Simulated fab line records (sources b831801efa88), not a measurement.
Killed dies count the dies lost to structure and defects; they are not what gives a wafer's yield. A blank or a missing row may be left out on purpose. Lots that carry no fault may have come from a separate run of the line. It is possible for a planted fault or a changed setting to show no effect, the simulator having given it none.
What tool caused it? | flow gf180mcu | 6 lots with 18 wafers sampled at 3 steps, on a route of 602 steps

WHAT THE GAUGES READ, wafer by wafer
GF_M1_OVL_MEAS_15.
lot  | measured     | on         | M1_OVL (nm)
L379 | day 17 20:16 | overlay-02 | -5 -7 1
L383 | day 19 11:04 | overlay-02 | 2 -7 -2
L385 | day 20 03:56 | overlay-02 | -7 -5 -2
L389 | day 21 16:13 | overlay-02 | -2 0 -3
L395 | day 23 17:21 | overlay-01 | -11 0 -3
L399 | day 24 19:59 | overlay-02 | -5 2 0

WHICH TOOL RAN EACH LOT (tool, then ch and the chambers of the sampled wafers, then the start)
lot  | GF_M1_SPUTTER_00             | GF_M1_SOFTBAKE_10
L379 | pvd-sputter-04, day 16 21:14 | litho-track-03 ch 0, day 17 08:58
L383 | pvd-sputter-03, day 18 11:09 | litho-track-01 ch 0, day 18 22:40
L385 | pvd-sputter-03, day 19 03:21 | litho-track-03 ch 0, day 19 15:25
L389 | pvd-sputter-04, day 20 16:23 | litho-track-04 ch 0, day 21 04:16
L395 | pvd-sputter-01, day 22 18:35 | litho-track-03 ch 0, day 23 05:58
L399 | pvd-sputter-04, day 23 21:01 | litho-track-04 ch 0, day 24 08:58
- GF_M1_SPUTTER_00: material Ti, target thk 37.5 nm, time 150 s.
- GF_M1_SOFTBAKE_10: time 60 s.

THE ANSWER, worked out from the rows above alone
Rule: usual is defined by the lots themselves. The widest of any qualifying gaps counts: lots, ordered by their means at a reading, are off when they make up no more than a third of the lots, leave a main group of 4 or more, and stand apart from it by 3 or more times the standard deviation of that group's means. Not used: any main group whose means are identical at the precision the tables above print for the reading. Also off: a lot with no number at a reading for which 4 or more lots have one. Where the step has rows for the other lots, those lots are counted as sound.
No lot is off on any of the readings shown, so nothing can be concluded from this.

WHAT HAD BEEN PUT IN BY THE SIMULATOR
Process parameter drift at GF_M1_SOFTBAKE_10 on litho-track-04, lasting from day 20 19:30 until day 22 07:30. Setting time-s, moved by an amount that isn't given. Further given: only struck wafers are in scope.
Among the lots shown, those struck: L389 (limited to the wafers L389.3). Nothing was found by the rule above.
